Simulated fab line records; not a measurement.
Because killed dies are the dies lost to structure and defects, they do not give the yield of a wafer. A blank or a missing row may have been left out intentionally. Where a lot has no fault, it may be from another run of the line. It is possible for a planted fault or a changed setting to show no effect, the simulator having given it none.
The same fault as seen by 2 desks | flow sky130 | every desk sees just its own numbers, and what lay behind them comes last

METROLOGY DESK
What the gauges read for every lot (on any tool): the sampled wafers with a number, averaged. Any lot whose mean is over 4 standard deviations away from the usual mean is out of limits and marked OUT; that distance is given in the brackets.
Columns: A = GATE_OXIDE_OXIDATION_00_THK at SKY_GATE_OXIDE_THK_MEAS_02, usual 10.20 nm; B = POLY_GATE_TW at SKY_RES_PROTECT_TW_MEAS_08, usual 4056; C = POLY_GATE_CVD_03_THK at SKY_POLY_GATE_THK_MEAS_04, usual 75.4 nm
lot  | first seen here | A     | B               | C
L909 | day 13 05:47    | 10.52 | 3963            | 75.1
L910 | day 13 15:02    | 9.95  | 4075            | 76.4
L912 | day 14 03:12    | 10.52 | 3997            | 75.6
L913 | day 14 10:45    | 10.30 | 4126            | 74.6
L915 | day 15 06:24    | 10.48 | 4136            | 75.0
L921 | day 17 23:47    | 10.08 | 4130            | 75.8
L923 | day 18 17:02    | 10.08 | 3648 (-7.7) OUT | 74.7
L924 | day 19 04:56    | 10.48 | 3754 (-5.7) OUT | 75.9
L925 | day 19 05:29    | 9.81  | 4100            | 75.2
L929 | day 20 05:41    | 9.94  | 4040            | 75.7
L932 | day 21 02:17    | 10.36 | 4104            | 75.4
This desk's finding: out of limits on L923, L924; first on L923, day 21 11:02 (POLY_GATE_TW at SKY_RES_PROTECT_TW_MEAS_08). Within limits: L909, L910, L912, L913, L915, L921, L925, L929, L932.

TOOL OWNER'S DESK, implanter-04
The tool's own readings at SKY_POLY_GATE_IMPLANT_02, given as means over the sampled wafers that have a number, one for each lot that went through this tool. Any lot whose mean is over 4 standard deviations away from the usual mean is out of limits and marked OUT; that distance is given in the brackets.
Columns: A = beamOnS at SKY_POLY_GATE_IMPLANT_02, usual 32.9 s; B = doseIonsCm2 at SKY_POLY_GATE_IMPLANT_02, usual 7.701e+15; C = endStationPressureTorr at SKY_POLY_GATE_IMPLANT_02, usual 1.15e-05 Torr; D = faradayCurrentUA at SKY_POLY_GATE_IMPLANT_02, usual 12905; E = tiltDeg at SKY_POLY_GATE_IMPLANT_02, usual -0.001 degrees
lot  | first seen here | A              | B                           | C                   | D     | E
L910 | day 16 03:35    | 33.1           | 7.695e+15                   | 1.18e-05            | 12818 | -0.002
L912 | day 16 19:11    | 33.3           | 7.711e+15                   | 1.12e-05            | 12734 | 0.007
L921 | day 20 14:56    | 32.9           | 7.700e+15                   | 1.16e-05            | 12853 | -0.005
L923 | day 21 10:49    | 12.4 (-16) OUT | 2.917e+15 (-99 or more) OUT | 1.49e-05 (+5.1) OUT | 12890 | -0.027
L924 | day 21 22:17    | 12.1 (-16) OUT | 2.932e+15 (-99 or more) OUT | 1.50e-05 (+5.2) OUT | 13147 | 0.003
Finding of this desk: L923, L924 out of limits; the first was L923 at day 21 10:49, on beamOnS at SKY_POLY_GATE_IMPLANT_02. Within limits: L910, L912, L921.

BROUGHT TOGETHER
The tool owner's desk could have raised an alarm at day 21 10:49, on L923, L924.
The metrology desk could have raised an alarm at day 21 11:02, on L923, L924.
On implanter-04, each named lot ran SKY_POLY_GATE_IMPLANT_02.

WHAT HAD BEEN PUT IN BY THE SIMULATOR
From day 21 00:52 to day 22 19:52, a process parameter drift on implanter-04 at SKY_POLY_GATE_IMPLANT_02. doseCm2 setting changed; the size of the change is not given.
Shown lots that were struck: L923, L924.
Delay (hours) between the fault's onset and each desk's first out-of-limits reading: 10 at the tool owner's desk, 10 at the metrology desk.
